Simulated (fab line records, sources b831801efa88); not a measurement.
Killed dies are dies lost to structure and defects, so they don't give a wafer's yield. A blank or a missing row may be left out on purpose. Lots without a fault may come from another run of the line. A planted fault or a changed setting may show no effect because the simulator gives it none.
A struck lot beside a sound one | flow sky130 | 17 steps out of a route of 708
Sound: wafers L572.2, L572.4, L572.6. Struck: wafers L580.1, L580.2, L580.6. The cause comes at the end.
At each step with rows: each side's tool, then ch and its chambers, then its first start. Under that, the readings that differ: sound wafers | struck wafers | difference of the means | sigmas: that difference in standard deviations of wafers without a fault.
alike: readings whose means differ by less than 2 such deviations, and words and numbers that are the same on both sides. not compared: withheld readings, readings that some wafer has no value for, bounds like >300 that may hide the same value, and numbers for which the record gives no deviation and whose values overlap.
The two part at a step that has a row with sigmas, a row that says differs or no value, or rows on one side only. Numbers that don't overlap but have no deviation are shown without sigmas and don't part them. A reading that every wafer of one side lacks parts them only if that side has two wafers or more.

first, 5 steps without rows for these wafers: SKY_SD_N_COAT_02 (resist thk 1140 nm); SKY_SD_N_SOFTBAKE_03 (time 60 s); SKY_SD_N_EXPOSE_04 (exposes mask NSDM, target cd 380 nm); SKY_SD_N_PEB_05; SKY_SD_N_DEVELOP_06 (develop time 60 s).
SKY_SD_N_CD_MEAS_07: target cd 380 nm.
  sound on cd_sem-01, day 29 05:16; struck on cd_sem-02, day 32 00:08
  reading    | sound             | struck            | difference | sigmas
  cd_nm (nm) | 384.7 386.3 383.6 | 375.7 374.3 373.8 | -10.3      | -3
SKY_SD_N_OVL_MEAS_08:
  sound on overlay-01, day 29 05:22; struck on overlay-02, day 32 00:15
  alike: SD_N_OVL
then, 2 steps without rows for these wafers: SKY_SD_N_IMPLANT_09; SKY_SD_N_IMPLANT_10.
SKY_SD_N_STRIP_11: strips in O2/N2.
  sound on plasma_asher-02 ch 0,1, day 29 05:42; struck on plasma_asher-02 ch 0,1, day 32 00:35
  reading               | sound             | struck            | difference | sigmas
  oes_product_au (a.u.) | 0.534 0.535 0.540 | 0.520 0.532 0.526 | -0.010     | -2
  alike: drypump_motor_current_A, strip_time_to_endpoint_s
  not compared: rf_hours_counter_h
SKY_SD_N_TW_MEAS_12:
  sound on film_metro-01, day 29 05:49; struck on film_metro-02, day 32 00:41
  reading | sound          | struck         | difference | sigmas
  SD_N_TW | 4061 4063 4045 | 3924 3927 3947 | -124       | -2
then, 1 step without rows for these wafers: SKY_SD_N_CLEAN_13 (cleans in SC1/SC2, time 150 s).
SKY_SD_N_RTA_14: time 2 s.
  sound on rtp_anneal-02 ch 0, day 29 05:55; struck on rtp_anneal-02 ch 0, day 32 00:49
  reading            | sound             | struck            | difference | sigmas
  lamp_power_pct (%) | 15.72 15.71 15.81 | 14.93 14.92 15.07 | -0.77      | -15
  alike: chamber_o2_ppm, wafer_temp_C_max
SKY_SD_N_RS_MEAS_16: measures by four-point-probe.
  sound on film_metro-02, day 29 06:07; struck on film_metro-01, day 32 00:59
  reading          | sound             | struck            | difference | sigmas
  SD_N_RS (ohm/sq) | 68.44 68.31 68.49 | 71.98 71.82 71.90 | +3.49      | +25
SKY_SD_N_RS_MEAS_17: measures by four-point-probe.
  sound on film_metro-02, day 29 06:14; struck on film_metro-01, day 32 01:06
  reading          | sound             | struck            | difference | sigmas
  SD_P_RS (ohm/sq) | 146.9 147.0 146.8 | 165.7 165.4 165.2 | +18.5      | +62
SKY_SD_N_RS_MEAS_18: measures by four-point-probe.
  sound on film_metro-02, day 29 06:21; struck on film_metro-01, day 32 01:13
  alike: RES_XHIGH_RS
-- the record jumps here: 17 days lie between the struck wafers' starts before and after (it left off in module SD_N and takes up again in module PAD_OPEN, whose first step shown is number 708 of the route) --
SKY_PAD_OPEN_PROBE_99:
  sound on prober-01, day 46 17:02; struck on prober-02, day 48 17:17
  reading                                | sound             | struck            | difference | sigmas
  model.etest.res_xhigh_po.line_ohm_um   | 5878 5923 6061    | 7108 6875 6972    | +1031      |
  model.etest.res_xhigh_po.rs_ohm_sq     | 2081 2060 2123    | 2467 2342 2387    | +311       |
  model.etest.pfet_01v8.r_on_ohm_um      | 3001 2907 2865    | 3183 3080 3071    | +187       |
  model.etest.tip_p.rs_ohm_sq            | 6869 6843 6856    | 7103 7098 7003    | +212       |
  model.etest.res_pdiff.line_ohm_um      | 1377 1370 1388    | 1556 1538 1553    | +171       |
  model.etest.res_high_po.line_ohm_um    | 764.1 767.4 771.4 | 898.2 880.7 873   | +116.3     |
  model.etest.pfet_g5v0d10v5.r_on_ohm_um | 4777 4716 4704    | 4872 4850 4816    | +114       |
  model.etest.licon_high_po.rc_ohm       | 362.1 346 361.6   | 478.9 460.1 440.1 | +103.1     |
  alike: killed_at_M0_to_M3, killed_at_M4_up, killed_at_contacts, killed_at_front_end, killed_at_other, killed_dies, killed_open, killed_short

WHERE THEY PART
First at SKY_SD_N_CD_MEAS_07; last, within this record, at SKY_SD_N_RS_MEAS_17. Later steps at which nothing parts them and some readings are alike: SKY_SD_N_RS_MEAS_18, SKY_PAD_OPEN_PROBE_99.

WHY: what the simulator had put in
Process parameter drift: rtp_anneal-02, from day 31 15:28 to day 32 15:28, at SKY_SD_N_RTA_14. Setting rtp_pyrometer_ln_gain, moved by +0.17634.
